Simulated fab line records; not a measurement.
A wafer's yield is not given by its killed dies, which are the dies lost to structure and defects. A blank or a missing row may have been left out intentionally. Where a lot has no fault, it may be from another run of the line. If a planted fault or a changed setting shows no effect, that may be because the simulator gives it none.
Struck lot and sound lot, side by side -- flow sky130 -- 15 out of 708 route steps
Sound: the wafers L114.1, L114.2, L114.4. Struck: wafers L127.3, L127.4 (left out: L127.5, a lot-mate that was not struck); the cause follows at the end.
Order at every step that has rows: each side's tool, ch and its chambers, its first start. Under that, the readings that differ: sound wafers -- struck wafers -- difference of the means -- sigmas: that difference in standard deviations of wafers without a fault.
alike: same words and numbers on both sides, and readings whose means sit less than 2 such deviations apart. not compared: any withheld reading, any reading some wafer has no value for, any bound like >300 that may hide the same value, and any number with overlapping values for which the record gives no deviation.
A row with sigmas, a row that says differs or no value, or rows on one side alone: a step with any of these is where the two part. When numbers do not overlap yet have no deviation, they are printed without sigmas and do not part them. A reading missing from all wafers of one side parts the sides only when that side holds two or more wafers.

first, 4 steps without rows for these wafers: SKY_VIA3_SOFTBAKE_08 (time 90 s); SKY_VIA3_EXPOSE_09 (exposes mask VIM3, target cd 200 nm); SKY_VIA3_PEB_10; SKY_VIA3_DEVELOP_11 (develop time 60 s).
SKY_VIA3_CD_MEAS_12: the cd target is 200 nm.
  sound on cdSem-01, day 41 13:02; struck on cdSem-02, day 45 03:43
reading,sound,struck,difference,sigmas
cdNm (nm),202.7 204.1 202.6,198.8 197.8,-4.8,-3
SKY_VIA3_OVL_MEAS_13:
  sound on overlay-02, day 41 13:10; struck on overlay-02, day 45 03:49
  alike: VIA3_OVL
SKY_VIA3_ETCH_14: etches BARC in N2/H2, stops on SiO2, time 45.9 s, target depth 60 nm.
  sound on rieDiel-02 ch 0,1,3, day 41 13:12; struck on rieDiel-01 ch 1,3, day 45 03:50
  alike: biasW, drypumpMotorCurrentA, oesProductAu, throttleValvePct
  not compared: rfHoursCounterH
SKY_VIA3_ETCH_15: etches SiO2 in C4F8/O2/Ar, stops on TiN, target depth 507 nm, time 78 s.
  sound on rieDiel-02 ch 0,1,3, day 41 13:14; struck on rieDiel-01 ch 1,3, day 45 03:52
  alike: biasW, oesProductAu
  not compared: rfHoursCounterH
SKY_VIA3_STRIP_16: strips in O2/N2.
  sound on plasmaAsher-01 ch 0,1, day 41 13:18; struck on plasmaAsher-02 ch 0,1, day 45 03:58
  alike: drypumpMotorCurrentA, o2FlowSccm, oesProductAu, stripTimeToEndpointS
  not compared: rfHoursCounterH
then, 3 steps without rows for these wafers: SKY_VIA3_STRIP_17 (strips in post etch residue remover, time 1200 s); SKY_VIA3_CLEAN_18 (cleans in IPA, time 180 s); SKY_VIA3_CLEAN_19 (cleans in O3/DIW).
SKY_VIA3_SPUTTER_20: material TiN, target thk 20 nm, time 80 s.
  sound on pvdSputter-01, day 41 14:19; struck on pvdSputter-01, day 45 04:31
reading,sound,struck,difference,sigmas
model.TiN_of_VIA3_SPUTTER_20.thkNm (nm),19.95 20.15 20.2,32.14 32.43,+12.18,
  alike: throttleValvePct
SKY_VIA3_CVD_21: deposits W, target thk 390 nm, time 117.31 s.
  sound on cvdW-01 ch 0,1, day 41 14:23; struck on cvdW-02 ch 0,1, day 45 04:38
  alike: chamberPressureTorr, heaterPowerW
-- the record jumps here: 5 days lie between the struck wafers' starts before and after (it left off in module VIA3 and takes up again in module PAD_OPEN, whose first step shown is number 708 of the route) --
SKY_PAD_OPEN_PROBE_99:
  sound on prober-02, day 47 10:04; struck on prober-01, day 50 06:41
  alike: defectLimitedYield, killed_at_M0_to_M3, killed_at_M4_up, killedAtContacts, killedAtFrontEnd, killedAtOther, killedDies, killedOpen, killedShort, sort_bin_3_pad_short, sort_bin_5_function, sort_bin_6_memory, sortNPass, sortYieldPct

WHERE THEY PART
At SKY_VIA3_CD_MEAS_12 and nowhere else, as far as this record goes. Later steps at which nothing parts them and some readings are alike: SKY_VIA3_OVL_MEAS_13, SKY_VIA3_ETCH_14, SKY_VIA3_ETCH_15, SKY_VIA3_STRIP_16, SKY_VIA3_SPUTTER_20, SKY_VIA3_CVD_21, SKY_PAD_OPEN_PROBE_99.

WHY: whatever the simulator had introduced
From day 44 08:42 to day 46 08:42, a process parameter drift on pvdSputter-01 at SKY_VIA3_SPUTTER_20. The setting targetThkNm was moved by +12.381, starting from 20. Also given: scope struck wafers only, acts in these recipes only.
